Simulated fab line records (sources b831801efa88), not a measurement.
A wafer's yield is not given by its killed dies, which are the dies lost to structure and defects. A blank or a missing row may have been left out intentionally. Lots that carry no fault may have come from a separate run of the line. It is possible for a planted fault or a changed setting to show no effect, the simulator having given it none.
fab line records -- flow sky130
record: lots: 11, wafers: 33, last-day: 49
route steps=708 shown SONOS_TUNNEL@161 GATE_OXIDE@189 SPACER@304 RES_XHIGH@341 PAD_OPEN@708
lots that met no fault: taken from a fault-free run of the same line
start-h: start of the lot's first displayed wafer, in hours after the record's first day -- wait-h: how many hours have passed since the lot's step before this one -- " identical to the entry in the row above -- L1.1+2: several wafers, shown together as one row -- - no value, or no start was given -- * or withheld: withheld -- < > ~ a bound
route shown NAME@n: a module of which the file shows steps, and the number in the route of the first -- usual: mean and standard deviation over wafers with no fault -- same: alike in all rows -- chamber/n: place in a boat -- sites: the reading at each site -- _std_site: standard deviation across them -- _edge_site: mean of outer sites minus mean of inner sites -- radius-mm: how far each site lies from the wafer's centre -- mask NAME#n: copy n -- behind: the most recent tool/chamber to have shaped the wafer -- hold: reason for holding the lot/hours on hold/outcome of the hold -- device: which transistor (n, p or np) failed to switch -- end of line: tests of these same wafers at the route's end -- where a step has no rows: the recipe by itself -- killed: dies that structure and defects cost at the first sort, which is not the same as the wafer's yield -- map: a wafer's dies, marking killed ones x, the rest . and places with no die _
set.NAME: the setting as run; set.NAME@STEP: as run at that earlier step -- model.NAME: the simulator's own value behind a step, which no gauge read
a sample of lots followed through the steps of the route, with each step as a table and each wafer as a row
services: the hour from which a tool's chamber was out of use, counted from the record's first day as start-h (under 0 if before that day), plus the number of hours and why
== steps ==
step: SKY_SONOS_TUNNEL_CD_MEAS_07
recipe: target-cd-nm: 410
usual: cd-nm: 410.2/2
lot.wafer,tool,chamber,start-h,wait-h,cd-nm
L482.2,cd-sem-02,-,243.65,0.1,408.2
L482.3,cd-sem-02,-,243.65,0.1,407.4
L482.6,cd-sem-02,-,243.65,0.1,407.1
L483.2,cd-sem-02,-,259.77,0.1,411.2
L483.3,cd-sem-02,-,259.77,0.1,411.4
L483.6,cd-sem-02,-,259.77,0.1,413.4
L484.1,cd-sem-01,-,266.79,0.1,411.9
L484.5,cd-sem-01,-,266.79,0.1,408.1
L484.6,cd-sem-01,-,266.79,0.1,410.1
L485.2,cd-sem-01,-,269.31,0.1,410.2
L485.4,cd-sem-01,-,269.31,0.1,410.0
L485.6,cd-sem-01,-,269.31,0.1,408.6
L486.1,cd-sem-02,-,282.60,0.1,412.1
L486.3,cd-sem-02,-,282.60,0.1,412.1
L486.5,cd-sem-02,-,282.60,0.1,412.8
L488.3,cd-sem-01,-,298.33,0.1,404.8
L488.4,cd-sem-01,-,298.33,0.1,407.5
L488.5,cd-sem-01,-,298.33,0.1,409.8
L490.4,cd-sem-02,-,314.39,0.1,410.3
L490.5,cd-sem-02,-,314.39,0.1,411.4
L490.6,cd-sem-02,-,314.39,0.1,409.6
L491.1,cd-sem-02,-,317.63,0.1,407.8
L491.5,cd-sem-02,-,317.63,0.1,409.2
L491.6,cd-sem-02,-,317.63,0.1,408.8
L493.1,cd-sem-02,-,335.19,0.1,411.3
L493.2,cd-sem-02,-,335.19,0.1,413.6
L493.4,cd-sem-02,-,335.19,0.1,412.5
L501.3,cd-sem-02,-,400.33,0.1,408.4
L501.5,cd-sem-02,-,400.33,0.1,407.2
L501.6,cd-sem-02,-,400.33,0.1,408.6
L502.1,cd-sem-01,-,407.58,0.1,408.6
L502.2,cd-sem-01,-,407.58,0.1,409.9
L502.3,cd-sem-01,-,407.58,0.1,406.6
step: SKY_GATE_OXIDE_THK_MEAS_02
recipe: reads: SiO2_of_GATE_OXIDE_OXIDATION_01
usual: GATE_OXIDE_OXIDATION_00_THK: 10.18/0.23
lot.wafer,tool,chamber,start-h,wait-h,GATE_OXIDE_OXIDATION_00_THK[nm]
L482.2,film-metro-01,-,277.29,0.0,10.20
L482.3,film-metro-01,-,277.29,0.0,10.22
L482.6,film-metro-01,-,277.29,0.0,10.43
L483.2,film-metro-03,-,293.91,0.0,10.01
L483.3,film-metro-03,-,293.91,0.0,9.87
L483.6,film-metro-03,-,293.91,0.0,9.82
L484.1,film-metro-02,-,298.70,0.0,10.33
L484.5,film-metro-02,-,298.70,0.0,10.24
L484.6,film-metro-02,-,298.70,0.0,10.26
L485.2,film-metro-03,-,300.58,0.0,9.69
L485.4,film-metro-03,-,300.58,0.0,9.68
L485.6,film-metro-03,-,300.58,0.0,9.57
L486.1,film-metro-03,-,315.61,0.0,10.34
L486.3,film-metro-03,-,315.61,0.0,10.20
L486.5,film-metro-03,-,315.61,0.0,10.22
L488.3,film-metro-03,-,335.75,0.0,10.04
L488.4,film-metro-03,-,335.75,0.0,9.98
L488.5,film-metro-03,-,335.75,0.0,9.98
L490.4,film-metro-01,-,348.60,0.0,10.20
L490.5,film-metro-01,-,348.60,0.0,10.13
L490.6,film-metro-01,-,348.60,0.0,10.23
L491.1,film-metro-02,-,351.23,0.0,10.51
L491.5,film-metro-02,-,351.23,0.0,10.46
L491.6,film-metro-02,-,351.23,0.0,10.41
L493.1,film-metro-01,-,370.61,0.0,10.26
L493.2,film-metro-01,-,370.61,0.0,10.29
L493.4,film-metro-01,-,370.61,0.0,10.11
L501.3,film-metro-02,-,439.13,0.0,10.17
L501.5,film-metro-02,-,439.13,0.0,10.08
L501.6,film-metro-02,-,439.13,0.0,10.22
L502.1,film-metro-03,-,448.81,0.0,10.02
L502.2,film-metro-03,-,448.81,0.0,10.05
L502.3,film-metro-03,-,448.81,0.0,10.00
step: SKY_SPACER_CVD_00
recipe: material: Si3N4, precursor: DCS/NH3, target-thk-nm: 43.1, temp-c: 770, time-s: 740, pressure-mtorr: 250
usual: zone-power-bottom-pct: 21.73/0.27, zone-power-centre-pct: 14.4/1.7, zone-power-upper-pct: 13.5/1.3
lot.wafer,tool,chamber,start-h,wait-h,zone-power-bottom-pct,zone-power-centre-pct,zone-power-upper-pct
L482.2,lpcvd-02,0,523.57,2.5,21.81,12.6,14.8
L482.3,lpcvd-02,0,523.57,2.5,21.55,12.7,14.5
L482.6,lpcvd-02,0,523.57,2.5,21.70,12.5,14.8
L483.2,lpcvd-02,0,538.03,0.0,21.50,12.9,14.8
L483.3,lpcvd-02,0,538.03,0.0,21.76,12.6,15.1
L483.6,lpcvd-02,0,538.03,0.0,21.69,12.7,14.8
L484.1,lpcvd-02,0,543.09,0.0,21.41,12.8,14.9
L484.5,lpcvd-02,0,543.09,0.0,21.50,12.6,14.9
L484.6,lpcvd-02,0,543.09,0.0,21.38,12.6,14.8
L485.2,lpcvd-02,0,546.84,0.3,21.68,12.8,14.7
L485.4,lpcvd-02,0,546.84,0.3,21.25,12.5,14.7
L485.6,lpcvd-02,0,546.84,0.3,21.46,12.7,14.9
L486.1,lpcvd-02,0,569.57,0.7,21.49,12.7,14.7
L486.3,lpcvd-02,0,569.57,0.7,21.27,12.5,14.6
L486.5,lpcvd-02,0,569.57,0.7,21.39,12.7,14.9
L488.3,lpcvd-02,1,584.39,0.0,21.94,16.3,12.2
L488.4,lpcvd-02,1,584.39,0.0,21.79,16.1,12.2
L488.5,lpcvd-02,1,584.39,0.0,21.84,16.2,12.2
L490.4,lpcvd-02,1,599.70,0.6,22.11,16.2,12.1
L490.5,lpcvd-02,1,599.70,0.6,22.05,16.2,12.2
L490.6,lpcvd-02,1,599.70,0.6,21.95,16.4,12.2
L491.1,lpcvd-02,1,604.89,0.0,21.85,16.0,12.3
L491.5,lpcvd-02,1,604.89,0.0,21.50,16.1,12.2
L491.6,lpcvd-02,1,604.89,0.0,21.57,16.1,12.0
L493.1,lpcvd-02,0,622.68,0.8,21.87,12.8,15.0
L493.2,lpcvd-02,0,622.68,0.8,21.59,12.9,14.9
L493.4,lpcvd-02,0,622.68,0.8,21.82,12.6,15.1
L501.3,lpcvd-02,0,689.05,2.2,21.69,12.8,14.7
L501.5,lpcvd-02,0,689.05,2.2,21.69,12.8,14.8
L501.6,lpcvd-02,0,689.05,2.2,21.89,12.8,15.0
L502.1,lpcvd-02,0,694.38,0.0,21.87,12.7,14.8
L502.2,lpcvd-02,0,694.38,0.0,21.59,12.7,14.7
L502.3,lpcvd-02,0,694.38,0.0,21.74,12.7,14.7
step: SKY_SPACER_THK_MEAS_01
recipe: reads: Si3N4_of_SPACER_CVD_00
usual: SPACER_CVD_00_THK: 43.1/0.35
lot.wafer,tool,chamber,start-h,wait-h,SPACER_CVD_00_THK[nm]
L482.2,film-metro-02,-,525.39,0.0,42.7
L482.3,film-metro-02,-,525.39,0.0,42.6
L482.6,film-metro-02,-,525.39,0.0,42.8
L483.2,film-metro-02,-,539.26,0.0,43.0
L483.3,film-metro-02,-,539.26,0.0,43.1
L483.6,film-metro-02,-,539.26,0.0,42.9
L484.1,film-metro-03,-,544.29,0.0,43.0
L484.5,film-metro-03,-,544.29,0.0,43.0
L484.6,film-metro-03,-,544.29,0.0,42.9
L485.2,film-metro-02,-,548.06,0.0,42.7
L485.4,film-metro-02,-,548.06,0.0,43.2
L485.6,film-metro-02,-,548.06,0.0,43.1
L486.1,film-metro-03,-,570.78,0.0,43.2
L486.3,film-metro-03,-,570.78,0.0,43.1
L486.5,film-metro-03,-,570.78,0.0,43.4
L488.3,film-metro-03,-,585.62,0.0,42.5
L488.4,film-metro-03,-,585.62,0.0,42.9
L488.5,film-metro-03,-,585.62,0.0,42.7
L490.4,film-metro-02,-,600.94,0.0,42.9
L490.5,film-metro-02,-,600.94,0.0,43.3
L490.6,film-metro-02,-,600.94,0.0,43.0
L491.1,film-metro-03,-,606.09,0.0,43.0
L491.5,film-metro-03,-,606.09,0.0,43.3
L491.6,film-metro-03,-,606.09,0.0,42.9
L493.1,film-metro-03,-,623.89,0.0,43.7
L493.2,film-metro-03,-,623.89,0.0,43.9
L493.4,film-metro-03,-,623.89,0.0,43.8
L501.3,film-metro-02,-,690.88,0.0,56.5
L501.5,film-metro-02,-,690.88,0.0,56.5
L501.6,film-metro-02,-,690.88,0.0,56.7
L502.1,film-metro-01,-,695.59,0.0,56.0
L502.2,film-metro-01,-,695.59,0.0,55.8
L502.3,film-metro-01,-,695.59,0.0,56.0
step: SKY_SPACER_ETCHBACK_02
recipe: chemistry: CH3F/O2, target: Si3N4, stop-on: SiO2, source-w: 400, bias-w: 80, pressure-mtorr: 25, ch3f-flow-sccm: 40, O2_flow_sccm: 30, time-s: 46.7, target-depth-a: 450
usual: ch3f-flow-sccm: 40.01/0.12, chamber-pressure-mTorr: 25.002/0.023, drypump-motor-current-A: 5.7/0.39, oes-product-au: 0.854/0.0063, throttle-valve-pct: 10.562/0.0095
lot.wafer,tool,chamber,start-h,wait-h,ch3f-flow-sccm,chamber-pressure-mTorr,drypump-motor-current-A,oes-product-au,rf-hours-counter-h,throttle-valve-pct
L482.2,rie-diel-03,2,525.44,0.0,40.21,25.017,4.8,0.847,1,10.584
L482.3,rie-diel-03,0,525.44,0.0,40.15,24.982,6.4,0.855,8,10.557
L482.6,rie-diel-03,0,525.44,0.0,40.33,25.001,6.4,0.857,-,10.561
L483.2,rie-diel-04,1,539.31,0.0,39.91,24.986,5.7,0.847,10,10.568
L483.3,rie-diel-04,3,539.31,0.0,40.02,24.989,5.4,0.855,13,10.560
L483.6,rie-diel-04,0,539.31,0.0,39.93,24.978,5.6,0.863,-,10.573
L484.1,rie-diel-03,1,544.35,0.1,40.14,24.993,5.5,0.857,37,10.558
L484.5,rie-diel-03,0,544.35,0.1,39.94,25.007,6.3,0.851,-,10.565
L484.6,rie-diel-03,3,544.35,0.1,39.89,24.957,5.6,0.851,-,10.566
L485.2,rie-diel-04,1,548.11,0.0,39.94,25.012,5.7,0.851,11,10.551
L485.4,rie-diel-04,0,548.11,0.0,40.19,24.986,5.6,0.851,78,10.569
L485.6,rie-diel-04,0,548.11,0.0,40.24,24.996,5.7,0.860,-,10.555
L486.1,rie-diel-03,0,570.84,0.1,40.26,24.992,6.4,0.862,9,10.570
L486.3,rie-diel-03,1,570.84,0.1,39.95,25.020,5.5,0.853,38,10.569
L486.5,rie-diel-03,0,570.84,0.1,40.00,25.024,6.3,0.862,-,10.565
L488.3,rie-diel-03,2,585.66,0.0,40.07,25.045,4.8,0.849,2,10.555
L488.4,rie-diel-03,0,585.66,0.0,40.03,24.997,6.4,0.853,10,10.547
L488.5,rie-diel-03,2,585.66,0.0,40.17,25.001,4.8,0.845,-,10.550
L490.4,rie-diel-01,0,600.99,0.0,40.09,24.989,5.5,0.851,-,10.565
L490.5,rie-diel-01,1,600.99,0.0,40.04,25.008,6.2,0.852,-,10.565
L490.6,rie-diel-01,3,600.99,0.0,39.98,24.988,6.0,0.854,-,10.552
L491.1,rie-diel-03,0,606.15,0.1,40.34,25.014,6.3,0.849,10,10.557
L491.5,rie-diel-03,2,606.15,0.1,40.14,24.986,4.8,0.854,-,10.551
L491.6,rie-diel-03,1,606.15,0.1,39.96,25.012,5.6,0.852,-,10.571
L493.1,rie-diel-01,0,623.95,0.1,40.05,24.972,5.5,0.865,5,10.582
L493.2,rie-diel-01,2,623.95,0.1,40.08,25.023,5.4,0.868,0,10.549
L493.4,rie-diel-01,1,623.95,0.1,39.86,25.041,6.3,0.870,1,10.585
L501.3,rie-diel-01,0,690.92,0.0,39.99,24.998,5.5,1.007,6,10.575
L501.5,rie-diel-01,3,690.92,0.0,39.66,24.967,6.0,0.989,-,10.583
L501.6,rie-diel-01,0,690.92,0.0,40.22,25.025,5.6,1.010,-,10.579
L502.1,rie-diel-01,0,695.65,0.1,40.05,25.019,5.5,0.996,6,10.583
L502.2,rie-diel-01,3,695.65,0.1,39.88,25.003,6.0,0.981,17,10.604
L502.3,rie-diel-01,1,695.65,0.1,39.91,24.993,6.3,0.974,2,10.576
step: SKY_RES_XHIGH_TW_MEAS_09
usual: RES_XHIGH_TW: 1626/8
lot.wafer,tool,chamber,start-h,wait-h,RES_XHIGH_TW
L482.2,film-metro-02,-,614.24,0.1,1631
L482.3,film-metro-02,-,614.24,0.1,1625
L482.6,film-metro-02,-,614.24,0.1,1636
L483.2,film-metro-02,-,628.69,0.1,1627
L483.3,film-metro-02,-,628.69,0.1,1633
L483.6,film-metro-02,-,628.69,0.1,1639
L484.1,film-metro-01,-,633.33,0.1,1623
L484.5,film-metro-01,-,633.33,0.1,1647
L484.6,film-metro-01,-,633.33,0.1,1642
L485.2,film-metro-01,-,636.55,0.1,1640
L485.4,film-metro-01,-,636.55,0.1,1638
L485.6,film-metro-01,-,636.55,0.1,1639
L486.1,film-metro-04,-,658.28,0.1,1636
L486.3,film-metro-04,-,658.28,0.1,1629
L486.5,film-metro-04,-,658.28,0.1,1632
L488.3,film-metro-02,-,673.00,0.1,1613
L488.4,film-metro-02,-,673.00,0.1,1616
L488.5,film-metro-02,-,673.00,0.1,1619
L490.4,film-metro-04,-,687.52,0.1,1615
L490.5,film-metro-04,-,687.52,0.1,1608
L490.6,film-metro-04,-,687.52,0.1,1618
L491.1,film-metro-04,-,692.49,0.1,1615
L491.5,film-metro-04,-,692.49,0.1,1627
L491.6,film-metro-04,-,692.49,0.1,1626
L493.1,film-metro-01,-,709.03,0.1,1630
L493.2,film-metro-01,-,709.03,0.1,1628
L493.4,film-metro-01,-,709.03,0.1,1631
L501.3,film-metro-02,-,774.00,0.1,1629
L501.5,film-metro-02,-,774.00,0.1,1626
L501.6,film-metro-02,-,774.00,0.1,1629
L502.1,film-metro-04,-,778.48,0.1,1619
step: SKY_PAD_OPEN_PROBE_99
usual: killed_at_M0_to_M3: 45/6.8, killed_at_M4_up: 3.0/1.7, killed-at-contacts: 25/5.7, killed-at-front-end: 15/4.6, killed-at-other: 0.3/0.66, killed-dies: 88/9.5, killed-on-rim: 17/3.6, killed-open: 48/7.3, killed-short: 39/6.5
same: gross-dies: 492, killed-at-back-side: 0
lot.wafer,tool,chamber,start-h,wait-h,killed_at_M0_to_M3,killed_at_M4_up,killed-at-contacts,killed-at-front-end,killed-at-other,killed-dies,killed-on-rim,killed-open,killed-short
L482.2,prober-01,-,1071.65,0.1,49,3,14,19,0,85,14,47,38
L482.3,prober-01,-,1071.70,0.2,40,3,21,19,1,84,17,42,41
L482.6,prober-01,-,1071.85,0.2,39,4,16,26,0,85,18,53,31
L486.1,prober-02,-,1104.51,0.1,44,2,24,27,1,98,18,48,50
L486.3,prober-02,-,1104.61,0.2,50,5,35,18,0,108,22,59,49
L486.5,prober-02,-,1104.71,0.2,43,1,28,10,0,82,17,45,37
L491.1,prober-01,-,1128.19,0.1,45,6,23,13,0,87,14,42,44
L491.5,prober-01,-,1128.39,0.2,43,3,33,8,0,87,20,49,38
L491.6,prober-01,-,1128.44,0.2,39,2,19,15,0,75,19,43,31
L493.1,prober-01,-,1139.45,0.1,51,4,16,21,0,92,17,46,46
L493.2,prober-01,-,1139.50,0.1,49,7,25,18,1,100,12,48,52
L493.4,prober-01,-,1139.60,0.2,47,3,12,18,0,80,9,48,32
L501.3,prober-01,-,1181.75,0.2,50,3,25,133,1,212,54,58,40
L501.5,prober-01,-,1181.85,0.2,45,3,16,200,0,264,16,40,36
L501.6,prober-01,-,1181.90,0.2,54,6,20,94,0,174,48,53,43
L502.1,prober-02,-,1185.91,0.1,40,5,17,115,1,178,46,27,44
L502.2,prober-02,-,1185.96,0.1,46,2,23,289,0,360,29,51,38
L502.3,prober-02,-,1186.01,0.2,46,2,28,399,0,475,94,44,43
killed by level:class
L482.2 VIA1:geometric-particle:open=13 FIELD_ISO:geometric-particle:short=6 METAL2:geometric-particle:short=6 VIA2:geometric-particle:open=5 POLY_GATE:geometric-particle:open=4 CONTACT:geometric-particle:short=4 CONTACT:geometric-particle:open=4 METAL1:geometric-particle:short=4
L482.3 VIA1:geometric-particle:open=10 FIELD_ISO:geometric-particle:open=7 CONTACT:geometric-particle:open=7 VIA1:geometric-particle:short=7 POLY_GATE:geometric-particle:short=5 CONTACT:geometric-particle:short=5 LI_CONTACT:geometric-particle:open=4 LOCAL_INTERCONNECT:geometric-particle:short=4
L482.6 VIA1:geometric-particle:open=10 FIELD_ISO:geometric-particle:open=9 VIA3:geometric-particle:open=8 CONTACT:geometric-particle:open=6 POLY_GATE:geometric-particle:open=5 LI_CONTACT:geometric-particle:open=5 FIELD_ISO:geometric-particle:short=4 VIA3:geometric-particle:short=4
L486.1 VIA1:geometric-particle:open=8 CONTACT:geometric-particle:short=7 CONTACT:geometric-particle:open=7 VIA2:geometric-particle:open=7 FIELD_ISO:geometric-particle:open=6 POLY_GATE:geometric-particle:short=6 METAL2:geometric-particle:short=6 METAL1:geometric-particle:short=5
L486.3 LI_CONTACT:geometric-particle:open=11 CONTACT:geometric-particle:open=11 VIA3:geometric-particle:open=9 LOCAL_INTERCONNECT:geometric-particle:short=9 VIA1:geometric-particle:open=8 POLY_GATE:geometric-particle:open=7 METAL2:geometric-particle:short=7 POLY_GATE:geometric-particle:short=6
L486.5 VIA2:geometric-particle:open=13 CONTACT:geometric-particle:open=11 METAL2:geometric-particle:short=8 METAL1:geometric-particle:short=5 LI_CONTACT:geometric-particle:open=5 LOCAL_INTERCONNECT:geometric-particle:short=5 CONTACT:geometric-particle:short=5 VIA3:geometric-particle:open=5
L491.1 METAL1:geometric-particle:short=10 CONTACT:geometric-particle:open=9 VIA1:geometric-particle:open=8 METAL4:geometric-particle:short=6 VIA2:geometric-particle:open=6 POLY_GATE:geometric-particle:short=5 LI_CONTACT:geometric-particle:open=5 METAL2:geometric-particle:short=5
L491.5 VIA1:geometric-particle:open=16 CONTACT:geometric-particle:short=11 CONTACT:geometric-particle:open=10 LI_CONTACT:geometric-particle:open=8 VIA2:geometric-particle:open=5 METAL1:geometric-particle:short=4 VIA3:geometric-particle:short=4 SPACER:geometric-particle:short=3
L491.6 VIA2:geometric-particle:open=11 VIA1:geometric-particle:open=8 POLY_GATE:geometric-particle:open=5 CONTACT:geometric-particle:open=5 CONTACT:geometric-particle:short=5 LOCAL_INTERCONNECT:geometric-particle:short=4 POLY_GATE:geometric-particle:short=3 VIA1:geometric-particle:short=3
L493.1 VIA1:geometric-particle:open=16 VIA1:geometric-particle:short=8 POLY_GATE:geometric-particle:short=7 CONTACT:geometric-particle:open=7 POLY_GATE:geometric-particle:open=6 LI_CONTACT:geometric-particle:open=5 METAL2:geometric-particle:short=5 VIA2:geometric-particle:open=5
L493.2 VIA1:geometric-particle:open=11 CONTACT:geometric-particle:open=9 METAL2:geometric-particle:short=8 VIA1:geometric-particle:short=7 LI_CONTACT:geometric-particle:open=6 METAL4:geometric-particle:short=6 VIA3:geometric-particle:open=6 POLY_GATE:geometric-particle:short=5
L493.4 VIA1:geometric-particle:open=23 CONTACT:geometric-particle:open=7 FIELD_ISO:geometric-particle:short=6 VIA1:geometric-particle:short=6 VIA2:geometric-particle:open=5 POLY_GATE:geometric-particle:open=4 POLY_GATE:geometric-particle:short=4 METAL2:geometric-particle:short=4
L501.3 SPACER:area-etchback=112 VIA2:geometric-particle:open=12 VIA1:geometric-particle:open=12 LI_CONTACT:geometric-particle:open=11 FIELD_ISO:geometric-particle:open=8 METAL2:geometric-particle:short=6 CONTACT:geometric-particle:short=5 CONTACT:geometric-particle:open=5
L501.5 SPACER:area-etchback=188 VIA2:geometric-particle:open=10 VIA1:geometric-particle:open=8 FIELD_ISO:geometric-particle:short=6 METAL1:geometric-particle:short=6 CONTACT:geometric-particle:open=6 FIELD_ISO:geometric-particle:open=5 VIA1:geometric-particle:short=5
L501.6 SPACER:area-etchback=78 FIELD_ISO:geometric-particle:open=9 VIA3:geometric-particle:open=9 LI_CONTACT:geometric-particle:open=8 CONTACT:geometric-particle:open=7 VIA1:geometric-particle:open=7 METAL1:geometric-particle:short=7 METAL2:geometric-particle:short=6
L502.1 SPACER:area-etchback=106 VIA1:geometric-particle:open=8 VIA1:geometric-particle:short=8 VIA3:geometric-particle:open=7 CONTACT:geometric-particle:open=6 LOCAL_INTERCONNECT:geometric-particle:short=5 METAL1:geometric-particle:short=5 FIELD_ISO:geometric-particle:short=4
L502.2 SPACER:area-etchback=270 CONTACT:geometric-particle:open=12 VIA1:geometric-particle:open=10 VIA3:geometric-particle:open=9 FIELD_ISO:geometric-particle:open=5 METAL2:geometric-particle:short=5 VIA2:geometric-particle:short=5 POLY_GATE:geometric-particle:open=4
L502.3 SPACER:area-etchback=388 CONTACT:geometric-particle:open=14 CONTACT:geometric-particle:short=9 METAL1:geometric-particle:short=8 VIA1:geometric-particle:open=7 VIA1:geometric-particle:short=6 METAL2:geometric-particle:short=5 VIA3:geometric-particle:open=5
== services ==
tool,chamber,start-h,hours,kind
rie-diel-01,3,503.03,8.9,repair
rie-diel-01,1,509.37,1.2,repair
rie-diel-01,2,514.75,22.2,repair
rie-diel-01,1,544.62,-,clean
rie-diel-01,1,544.62,27.2,scheduled-down
rie-diel-01,1,544.62,27.2,vent-cycle
rie-diel-03,3,548.94,8.1,repair
rie-diel-04,0,579.25,-,clean
rie-diel-04,0,579.25,16.1,scheduled-down
rie-diel-04,0,579.25,16.1,vent-cycle
lpcvd-02,-,580.52,0.9,repair
rie-diel-01,2,581.97,-,clean
rie-diel-01,2,581.97,30.6,scheduled-down
rie-diel-01,2,581.97,30.6,vent-cycle
rie-diel-01,1,629.39,4.0,repair
rie-diel-04,2,643.23,10.0,repair
rie-diel-04,2,653.23,-,clean
rie-diel-04,2,653.23,22.5,scheduled-down
rie-diel-04,2,653.23,22.5,vent-cycle
rie-diel-03,0,657.03,9.7,repair
== key ==
first-sign: step: SKY_SPACER_THK_MEAS_01, reading: SPACER_CVD_00_THK, direction: up, sigmas: 38, usual: 43.1, struck: 56.2
effect: step: SKY_SPACER_ETCHBACK_02, reading: oes-product-au, direction: up, sigmas: 22, usual: 0.854, struck: 0.993
effect: step: SKY_PAD_OPEN_PROBE_99, reading: killed-at-front-end, direction: up, sigmas: 41, usual: 15, struck: 205
more-kills-born-at: SKY_SPACER_ETCHBACK_02@rie-diel-01: 1142
met-at SKY_SPACER_CVD_00
struck-lots L501,L502
struck-wafers L501.3,L501.5,L501.6,L502.1,L502.2,L502.3
later-rows-left-out L502.2,L502.3
tester-left-out L501,L502
not-acting-at SKY_SONOS_TUNNEL_CD_MEAS_07,SKY_GATE_OXIDE_THK_MEAS_02,SKY_RES_XHIGH_TW_MEAS_09
onset-between 622.68 689.05
also-fits time
fault: kind: process-parameter-drift, tool: lpcvd-02, chamber: 0, onset-h: 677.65, steps: SKY_SPACER_CVD_00, channel: target-thk-nm, offset: 13.121, shape: step, end-h: 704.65, acts-in: these-recipes-only, stated: 43.1
tester-left-out: of these lots the tester's yield and bins aren't shown, on N5 and GAA mostly nor the transistor test; their killed dies are dies lost to structure and defects alone, not to doping, threshold or leakage, so they don't give the yield
later-rows-left-out: the simulator's readings of these wafers behind a module that went badly wrong aren't trusted and aren't shown, but for the sort
